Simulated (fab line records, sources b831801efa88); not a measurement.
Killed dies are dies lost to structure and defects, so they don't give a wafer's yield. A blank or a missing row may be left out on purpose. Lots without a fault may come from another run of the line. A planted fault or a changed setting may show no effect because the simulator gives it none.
fab line records | flow gf180mcu
record lots=7 wafers=21 last_day=33
route steps=602 shown CONTACT@307 M1@315
lots that met no fault: from a run of the same line without faults
start_h: hours from the record's first day to the start of the lot's first wafer shown | wait_h: hours since the lot's step before | " the same as in the row above | L1.1+2: a row that stands for several wafers | - no value, or no start given | * or withheld: withheld | < > ~ a bound
route shown NAME@n: a module of which the file shows steps, and the number in the route of the first | usual: mean/standard deviation of fault-free wafers | same: alike in all rows | chamber/n: place in a boat | sites: the reading at each site | _std_site: their standard deviation | _edge_site: outer sites' mean less inner sites' | radius_mm: how far each site lies from the wafer's centre | mask NAME#n: copy n | behind: the tool/chamber that last shaped the wafer | hold: why the lot was held/for how many hours/how that ended | device: the transistor (n, p or np) that didn't switch | end of line: the same wafers' tests at the end of the route | a step without rows: its recipe alone | killed: dies lost to structure and defects at the first sort, not the wafer's yield | map: a wafer's dies, x killed, . not, _ none there
set.NAME: the setting as run; set.NAME@STEP: as run at that earlier step | model.NAME: the simulator's own value behind a step, which no gauge read
lots at some steps of the route; a table a step, a row a wafer
services: from which hour (start_h, from the record's first day; less than 0 if before it) a tool's chamber was out of use, for how many hours, and why
## steps
# step GF_CONTACT_CLEAN_20
# recipe chemistry=DIW
# step GF_CONTACT_CLEAN_21
# recipe chemistry=dHF time_s=20 dilution=100:1 dry=ipa_marangoni
# step GF_CONTACT_SPUTTER_22
# recipe material=Ti target_thk_nm=15 chamber_pressure_pa=5 power_w=2500 substrate_temp_c=200 time_s=80.02
# step GF_CONTACT_SPUTTER_23
# recipe material=TiN target_thk_nm=10 chamber_pressure_pa=5 power_w=4000 time_s=40
# step GF_CONTACT_CVD_24
# recipe material=W target_thk_nm=300 time_s=90.339 temp_c=400 pressure_torr=40
# usual heater_power_w=893/83
# columns lot.wafer tool chamber start_h wait_h heater_power_w
L670.3 cvd_w-02 0 404.04 0.1 851
L670.5 " 1 " " 892
L670.6 " 0 " " 849
L672.4 cvd_w-02 0 420.75 0.1 866
L672.5 " 1 " " 864
L672.6 " 0 " " 886
L674.1 cvd_w-02 1 434.89 0.0 864
L674.2 " 0 " " 859
L674.5 " 1 " " 864
L675.2 cvd_w-02 0 441.46 0.0 857
L675.4 " 0 " " 877
L675.5 " 1 " " 895
L676.1 cvd_w-02 1 451.85 0.0 880
L676.4 " 0 " " 885
L676.5 " 1 " " 883
L677.1 cvd_w-02 0 464.92 0.0 881
L677.4 " 1 " " 873
L677.6 " 0 " " 871
L686.1 cvd_w-01 0 532.21 0.0 771
L686.3 " 0 " " 801
L686.6 " 1 " " 1016
# step GF_CONTACT_RS_MEAS_25
# recipe thk_meas_gauge=four-point-probe reads=W_of_CONTACT_CVD_24+TiN_of_CONTACT_SPUTTER_23+Ti_of_CONTACT_SPUTTER_22
# usual CONTACT_W_RS=0.380/0.0082
# columns lot.wafer tool chamber start_h wait_h CONTACT_W_RS[ohm/sq]
L670.3 film_metro-04 - 404.15 0.1 0.375
L670.5 " - " " 0.392
L670.6 " - " " 0.374
L672.4 film_metro-02 - 420.88 0.1 0.372
L672.5 " - " " 0.392
L672.6 " - " " 0.376
L674.1 film_metro-04 - 434.99 0.1 0.390
L674.2 " - " " 0.374
L674.5 " - " " 0.388
L675.2 film_metro-04 - 441.58 0.1 0.374
L675.4 " - " " 0.372
L675.5 " - " " 0.389
L676.1 film_metro-04 - 451.95 0.1 0.389
L676.4 " - " " 0.374
L676.5 " - " " 0.388
L677.1 film_metro-04 - 465.02 0.1 0.374
L677.4 " - " " 0.391
L677.6 " - " " 0.374
L686.1 film_metro-04 - 532.31 0.1 0.385
L686.3 " - " " 0.386
L686.6 " - " " 0.373
# step GF_CONTACT_THK_MEAS_26
# recipe thk_meas_gauge=xrf reads=W_of_CONTACT_CVD_24
# usual CONTACT_W_THK=297/7.7
# columns lot.wafer tool chamber start_h wait_h CONTACT_W_THK[nm]
L670.3 film_metro-04 - 404.25 0.1 299
L670.5 " - " " 286
L670.6 " - " " 300
L672.4 film_metro-02 - 420.97 0.1 297
L672.5 " - " " 283
L672.6 " - " " 294
L674.1 film_metro-04 - 435.11 0.1 288
L674.2 " - " " 299
L674.5 " - " " 290
L675.2 film_metro-04 - 441.69 0.1 299
L675.4 " - " " 300
L675.5 " - " " 289
L676.1 film_metro-04 - 452.07 0.1 287
L676.4 " - " " 300
L676.5 " - " " 289
L677.1 film_metro-04 - 465.14 0.1 301
L677.4 " - " " 290
L677.6 " - " " 301
L686.1 film_metro-04 - 532.43 0.1 292
L686.3 " - " " 289
L686.6 " - " " 302
# step GF_CONTACT_CMP_27
# recipe stop_on=SiO2 down_force_psi=3.5 platen_rpm=60 t_overpolish_s=15 target_thk_nm=0 pad_velocity_m_s=0.94248
# step GF_M1_SPUTTER_00
# recipe material=Ti target_thk_nm=37.5 arriving_ion_energy_ev=80 substrate_temp_c=200 chamber_pressure_pa=2 power_w=4000 time_s=150
# usual cathode_dc_power_W=4000.0/0.74 chamber_pressure_pa=2.000/0.0039 substrate_temp_c=199.97/0.16 throttle_valve_pct=29.3/1.1
# columns lot.wafer tool chamber start_h wait_h cathode_dc_power_W chamber_pressure_pa substrate_temp_c throttle_valve_pct
L670.3 pvd_sputter-02 - 404.59 0.1 4000.7 2.004 200.11 29.3
L670.5 " - " " 4000.4 2.001 199.96 29.9
L670.6 " - " " 3999.1 2.001 199.85 28.0
L672.4 pvd_sputter-02 - 421.30 0.1 3999.6 2.001 199.85 30.7
L672.5 " - " " 4001.5 2.002 200.01 31.1
L672.6 " - " " 3999.5 1.999 199.90 29.8
L674.1 pvd_sputter-02 - 435.47 0.2 4000.0 2.002 199.97 29.1
L674.2 " - " " 4000.1 1.995 199.94 29.5
L674.5 " - " " 3999.2 1.994 200.00 28.4
L675.2 pvd_sputter-01 - 442.04 0.2 4001.7 2.002 199.97 30.3
L675.4 " - " " 4000.2 2.001 200.10 29.5
L675.5 " - " " 4001.1 2.000 200.27 30.0
L676.1 pvd_sputter-01 - 452.43 0.2 3999.3 1.999 199.95 26.3
L676.4 " - " " 4000.4 2.003 199.69 29.8
L676.5 " - " " 3999.3 2.003 200.19 30.5
L677.1 pvd_sputter-02 - 465.50 0.2 3999.9 1.998 200.01 29.2
L677.4 " - " " 3999.9 1.999 199.95 29.9
L677.6 " - " " 3999.8 1.999 200.31 29.1
L686.1 pvd_sputter-04 - 532.79 0.2 3999.8 2.004 199.91 29.2
L686.3 " - " " 3999.8 2.000 199.85 28.6
L686.6 " - " " 3999.7 1.998 199.84 29.6
# step GF_M1_SPUTTER_01
# recipe material=TiN target_thk_nm=30 power_w=6500 time_s=25 chamber_pressure_pa=0.4
# usual cathode_dc_power_W=6500.1/1.2 chamber_pressure_pa=0.4001/0.00082 throttle_valve_pct=29.3/1.1
# columns lot.wafer tool chamber start_h wait_h cathode_dc_power_W chamber_pressure_pa throttle_valve_pct
L670.3 pvd_sputter-02 - 404.69 0.1 6498.3 0.3998 29.1
L670.5 " - " " 6502.3 0.4006 29.7
L670.6 " - " " 6498.5 0.3996 28.0
L672.4 pvd_sputter-02 - 421.40 0.1 6501.2 0.3997 30.8
L672.5 " - " " 6498.2 0.3999 30.8
L672.6 " - " " 6500.8 0.3993 29.5
L674.1 pvd_sputter-02 - 435.57 0.1 6499.4 0.3988 29.1
L674.2 " - " " 6499.5 0.3996 30.0
L674.5 " - " " 6500.8 0.4000 28.1
L675.2 pvd_sputter-01 - 442.15 0.1 6498.3 0.4005 30.3
L675.4 " - " " 6499.1 0.4009 29.8
L675.5 " - " " 6500.6 0.4007 29.6
L676.1 pvd_sputter-01 - 452.53 0.1 6498.2 0.4005 26.2
L676.4 " - " " 6500.6 0.4001 29.5
L676.5 " - " " 6500.6 0.4000 30.4
L677.1 pvd_sputter-02 - 465.60 0.1 6498.8 0.4005 29.1
L677.4 " - " " 6500.0 0.3989 30.0
L677.6 " - " " 6500.4 0.3997 28.6
L686.1 pvd_sputter-04 - 532.89 0.1 6499.3 0.4001 29.4
L686.3 " - " " 6502.8 0.3998 28.9
L686.6 " - " " 6500.5 0.4014 29.7
# step GF_M1_SPUTTER_02
# recipe material=AlCu target_thk_nm=450 power_w=10600 time_s=23.9 chamber_pressure_pa=0.4
# usual cathode_dc_power_W=10600/2 chamber_pressure_pa=0.4001/0.0009 throttle_valve_pct=29.3/1.1
# columns lot.wafer tool chamber start_h wait_h cathode_dc_power_W chamber_pressure_pa throttle_valve_pct
L670.3 pvd_sputter-02 - 404.72 0.0 10600 0.4003 29.2
L670.5 " - " " 10602 0.3980 29.7
L670.6 " - " " 10600 0.4003 28.0
L672.4 pvd_sputter-02 - 421.43 0.0 10604 0.3999 30.8
L672.5 " - " " 10600 0.3997 30.7
L672.6 " - " " 10598 0.4013 29.8
L674.1 pvd_sputter-02 - 435.60 0.0 10602 0.3999 29.2
L674.2 " - " " 10600 0.4002 29.9
L674.5 " - " " 10604 0.4015 28.1
L675.2 pvd_sputter-01 - 442.19 0.0 10600 0.4006 30.3
L675.4 " - " " 10599 0.3995 29.5
L675.5 " - " " 10600 0.3991 29.4
L676.1 pvd_sputter-01 - 452.56 0.0 10601 0.3988 26.0
L676.4 " - " " 10603 0.4010 29.5
L676.5 " - " " 10600 0.4005 30.6
L677.1 pvd_sputter-02 - 465.63 0.0 10603 0.4004 29.3
L677.4 " - " " 10599 0.3998 29.8
L677.6 " - " " 10601 0.3985 28.8
L686.1 pvd_sputter-04 - 532.92 0.0 10597 0.4006 29.2
L686.3 " - " " 10596 0.4000 28.7
L686.6 " - " " 10602 0.4001 29.6
# step GF_M1_SPUTTER_03
# recipe material=Ti target_thk_nm=10 substrate_temp_c=300 chamber_pressure_pa=0.3 power_w=3000 time_s=6.7
# usual cathode_dc_power_W=3000.0/0.57 chamber_pressure_pa=0.3000/0.00058 substrate_temp_c=300.00/0.18 throttle_valve_pct=29.3/1.1
# columns lot.wafer tool chamber start_h wait_h cathode_dc_power_W chamber_pressure_pa substrate_temp_c throttle_valve_pct
L670.3 pvd_sputter-02 - 404.75 0.0 3000.0 0.2996 300.14 29.1
L670.5 " - " " 3000.3 0.3000 299.86 29.9
L670.6 " - " " 3000.1 0.3001 299.85 28.1
L672.4 pvd_sputter-02 - 421.46 0.0 3001.4 0.3004 299.96 30.3
L672.5 " - " " 3000.1 0.2994 299.91 30.8
L672.6 " - " " 3000.7 0.3005 300.15 29.9
L674.1 pvd_sputter-02 - 435.63 0.0 3000.8 0.3010 299.86 29.2
L674.2 " - " " 3000.4 0.3000 300.02 29.7
L674.5 " - " " 2999.8 0.2987 299.78 28.3
L675.2 pvd_sputter-01 - 442.22 0.0 2999.8 0.2994 300.12 30.3
L675.4 " - " " 2999.8 0.3006 300.05 29.8
L675.5 " - " " 3000.4 0.2993 300.19 29.6
L676.1 pvd_sputter-01 - 452.59 0.0 2999.8 0.2995 299.73 26.1
L676.4 " - " " 2999.4 0.2997 300.03 29.7
L676.5 " - " " 2999.5 0.2994 299.90 30.2
L677.1 pvd_sputter-02 - 465.66 0.0 3000.0 0.3009 300.07 29.2
L677.4 " - " " 3001.2 0.2998 300.03 29.9
L677.6 " - " " 2999.8 0.3006 299.92 29.0
L686.1 pvd_sputter-04 - 532.95 0.0 3000.0 0.2997 300.08 29.4
L686.3 " - " " 3000.3 0.2999 300.30 28.8
L686.6 " - " " 3000.1 0.2999 299.85 29.6
# step GF_M1_SPUTTER_04
# recipe material=TiN target_thk_nm=50 power_w=6500 time_s=41.7 chamber_pressure_pa=0.4
# usual cathode_dc_power_W=6500.2/1.2 chamber_pressure_pa=0.4001/0.0007 throttle_valve_pct=29.3/1.1
# columns lot.wafer tool chamber start_h wait_h cathode_dc_power_W chamber_pressure_pa throttle_valve_pct
L670.3 pvd_sputter-02 - 404.77 0.0 6500.0 0.3998 28.9
L670.5 " - " " 6499.5 0.3994 29.7
L670.6 " - " " 6501.3 0.4010 28.4
L672.4 pvd_sputter-02 - 421.48 0.0 6502.4 0.3997 30.6
L672.5 " - " " 6501.2 0.3984 30.8
L672.6 " - " " 6501.0 0.4006 29.9
L674.1 pvd_sputter-02 - 435.65 0.0 - - -
L674.2 " - " " - - -
L674.5 " - " " - - -
L675.2 pvd_sputter-01 - 442.24 0.0 - - -
L675.4 " - " " - - -
L675.5 " - " " - - -
L676.1 pvd_sputter-01 - 452.61 0.0 - - -
L676.4 " - " " - - -
L676.5 " - " " - - -
L677.1 pvd_sputter-02 - 465.68 0.0 6498.5 0.4004 29.2
L677.4 " - " " 6498.2 0.4003 29.4
L677.6 " - " " 6500.4 0.3996 28.9
L686.1 pvd_sputter-04 - 532.97 0.0 6498.9 0.4008 28.8
L686.3 " - " " 6499.9 0.3998 28.5
L686.6 " - " " 6501.0 0.4001 29.4
# step GF_M1_THK_MEAS_06
# recipe thk_meas_gauge=xrf reads=AlCu_of_M1_SPUTTER_02
# usual M1_ALCU_THK=450/5.3
# columns lot.wafer tool chamber start_h wait_h M1_ALCU_THK[nm]
L670.3 film_metro-02 - 404.95 0.1 451
L670.5 " - " " 453
L670.6 " - " " 448
L672.4 film_metro-03 - 421.67 0.1 456
L672.5 " - " " 457
L672.6 " - " " 447
L674.1 film_metro-03 - 435.81 0.1 499
L674.2 " - " " 491
L674.5 " - " " 493
L675.2 film_metro-02 - 442.41 0.1 502
L675.4 " - " " 494
L675.5 " - " " 497
L676.1 film_metro-04 - 452.77 0.1 508
L676.4 " - " " 497
L676.5 " - " " 502
L677.1 film_metro-03 - 465.84 0.1 452
L677.4 " - " " 450
L677.6 " - " " 454
L686.1 film_metro-04 - 533.13 0.1 460
L686.3 " - " " 456
L686.6 " - " " 449
# step GF_M1_DEHYDRATE_07
# recipe temp_c=200 time_s=60
# step GF_M1_HMDS_08
# recipe prime_time_s=60 prime_temp_c=120
# step GF_M1_COAT_09
# recipe resist=KrF spin_rpm=withheld resist_thk_nm=1000
# step GF_M1_SOFTBAKE_10
# recipe temp_c=130 time_s=60 resist=KrF
# step GF_M1_EXPOSE_11
# recipe mask_id=Metal1 target_cd_nm=230 na=0.68 source_shape=conventional sigma_outer=0.6 dose_mj=28
# step GF_M1_PEB_12
# recipe peb_temp_c=135 peb_time_s=90 resist=KrF
# step GF_M1_DEVELOP_13
# recipe develop_time_s=60 dev_temp_c=21
# step GF_M1_CD_MEAS_14
# recipe target_cd_nm=230
# usual cd_nm=229.7/1.3
# columns lot.wafer tool chamber start_h wait_h cd_nm
L670.3 cd_sem-01 - 428.72 0.1 229.6
L670.5 " - " " 229.5
L670.6 " - " " 230.2
L672.4 cd_sem-01 - 445.56 0.1 229.9
L672.5 " - " " 230.0
L672.6 " - " " 230.9
L674.1 cd_sem-01 - 460.57 0.1 230.2
L674.2 " - " " 230.2
L674.5 " - " " 229.8
L675.2 cd_sem-01 - 466.55 0.1 229.4
L675.4 " - " " 228.4
L675.5 " - " " 228.4
L676.1 cd_sem-02 - 476.95 0.1 231.4
L676.4 " - " " 231.4
L676.5 " - " " 231.5
L677.1 cd_sem-02 - 489.90 0.1 228.5
L677.4 " - " " 229.0
L677.6 " - " " 227.3
L686.1 cd_sem-01 - 554.77 0.1 229.3
L686.3 " - " " 230.6
L686.6 " - " " 229.8
# step GF_M1_OVL_MEAS_15
# usual M1_OVL=-2/4.9
# columns lot.wafer tool chamber start_h wait_h M1_OVL[nm]
L670.3 overlay-02 - 428.81 0.1 2
L670.5 " - " " 4
L670.6 " - " " 1
L672.4 overlay-01 - 445.64 0.1 -3
L672.5 " - " " -2
L672.6 " - " " -10
L674.1 overlay-01 - 460.69 0.1 -3
L674.2 " - " " -2
L674.5 " - " " -5
L675.2 overlay-02 - 466.66 0.1 -6
L675.4 " - " " -5
L675.5 " - " " 5
L676.1 overlay-01 - 477.07 0.1 -2
L676.4 " - " " -5
L676.5 " - " " -2
L677.1 overlay-02 - 490.02 0.1 -3
L677.4 " - " " -3
L677.6 " - " " 7
L686.1 overlay-02 - 554.89 0.1 -5
L686.3 " - " " -5
L686.6 " - " " -2
# step GF_M1_METAL_ETCH_16
# recipe chemistry=Cl2/BCl3 mask_material=KrF target_depth_nm=627.5 stop_on=SiO2 pressure_mtorr=8 icp_w=800 bias_w=140 Cl2_flow_sccm=80 bcl3_flow_sccm=40 time_s=104.6
# usual bias_w=140.0/0.41 drypump_motor_current_A=5.33/0.2 oes_product_au=0.970/0.0066 throttle_valve_pct=28.251/0.01
# columns lot.wafer tool chamber start_h wait_h bias_w drypump_motor_current_A oes_product_au rf_hours_counter_h throttle_valve_pct
L670.3 rie_metal-03 1 428.87 0.1 140.2 5.52 0.969 - 28.262
L670.5 " 1 " " 141.0 5.53 0.964 - 28.247
L670.6 " 0 " " 140.3 4.95 0.968 - 28.258
L672.4 rie_metal-01 1 445.70 0.0 139.6 5.09 0.969 - 28.251
L672.5 " 0 " " 139.9 5.41 0.969 - 28.235
L672.6 " 1 " " 140.3 5.10 0.967 - 28.265
L674.1 rie_metal-01 0 460.72 0.0 140.2 5.34 0.990 3 28.228
L674.2 " 1 " " 140.5 5.10 0.985 10 28.234
L674.5 " 1 " " 139.7 5.08 0.983 - 28.239
L675.2 rie_metal-04 0 466.69 0.0 139.9 5.29 0.987 2 28.221
L675.4 " 0 " " 140.4 5.31 0.985 - 28.230
L675.5 " 1 " " 139.2 5.55 0.995 - 28.241
L676.1 rie_metal-04 0 477.11 0.0 140.0 5.29 0.984 2 28.216
L676.4 " 0 " " 139.7 5.27 0.990 - 28.228
L676.5 " 0 " " 139.7 5.30 0.990 - 28.223
L677.1 rie_metal-04 1 490.06 0.0 140.0 5.56 0.974 9 28.235
L677.4 " 0 " " 139.6 5.31 0.965 - 28.261
L677.6 " 0 " " 140.0 5.32 0.968 - 28.259
L686.1 rie_metal-01 0 554.92 0.0 141.2 5.43 0.973 5 28.249
L686.3 " 0 " " 140.8 5.39 0.975 - 28.245
L686.6 " 0 " " 140.3 5.39 0.961 - 28.260
# step GF_M1_STRIP_17
# recipe chemistry=O2/N2 power_w=1400 pressure_mtorr=1500 platen_temp_c=250 o2_flow_sccm=3000 n2_flow_sccm=300 overash_fraction=0.5
## services
# columns tool chamber start_h hours kind
pvd_sputter-04 - 386.81 2.7 repair
cvd_w-02 - 390.00 14.0 pm
cvd_w-02 0 390.00 14.0 vent_cycle
cvd_w-02 1 390.00 14.0 vent_cycle
cvd_w-02 0 404.00 - clean
cvd_w-02 1 404.00 - clean
pvd_sputter-04 3 424.86 - consumable_replace:kit
pvd_sputter-04 3 424.86 18.0 scheduled_down
pvd_sputter-04 3 424.86 18.0 vent_cycle
rie_metal-03 0 494.86 - clean
rie_metal-03 0 494.86 27.5 scheduled_down
rie_metal-03 0 494.86 27.5 vent_cycle
cvd_w-02 0 502.35 5.9 repair
pvd_sputter-02 1 523.51 - consumable_replace:kit
pvd_sputter-02 1 523.51 18.0 scheduled_down
pvd_sputter-02 1 523.51 18.0 vent_cycle
rie_metal-01 - 525.07 0.2 repair
cvd_w-02 0 539.67 6.0 repair
cvd_w-01 0 545.99 2.5 repair
rie_metal-01 1 548.18 - clean
rie_metal-01 1 548.18 18.4 scheduled_down
rie_metal-01 1 548.18 18.4 vent_cycle
pvd_sputter-01 - 548.28 1.2 repair
## key
first_sign step=GF_M1_SPUTTER_04 reading=tool_record direction=missing
effect step=GF_M1_THK_MEAS_06 reading=M1_ALCU_THK direction=up sigmas=9.1 usual=450 struck=498
effect step=GF_M1_METAL_ETCH_16 reading=oes_product_au direction=up sigmas=2.7 usual=0.970 struck=0.988
met_at GF_M1_SPUTTER_04
struck_wafers L674.1,L674.2,L674.5,L675.2,L675.4,L675.5,L676.1,L676.4,L676.5
later_rows_left_out L674.1,L674.2,L674.5,L675.2,L675.4,L675.5,L676.1,L676.4,L676.5
sort_left_out L674.1,L674.2,L674.5,L675.2,L675.4,L675.5,L676.1,L676.4,L676.5
onset_between 421.48 435.65
fault kind=skipped_step_whole tool=pvd_sputter-01,pvd_sputter-02 chamber=- onset_h=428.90 steps=GF_M1_SPUTTER_04 scope=struck_lots_only
# sort_left_out: the simulated sort isn't trusted on such a fault, so these wafers' sort isn't shown, and their yield isn't known
# later_rows_left_out: the simulator's readings of these wafers behind a module that went badly wrong aren't trusted and aren't shown, but for the sort
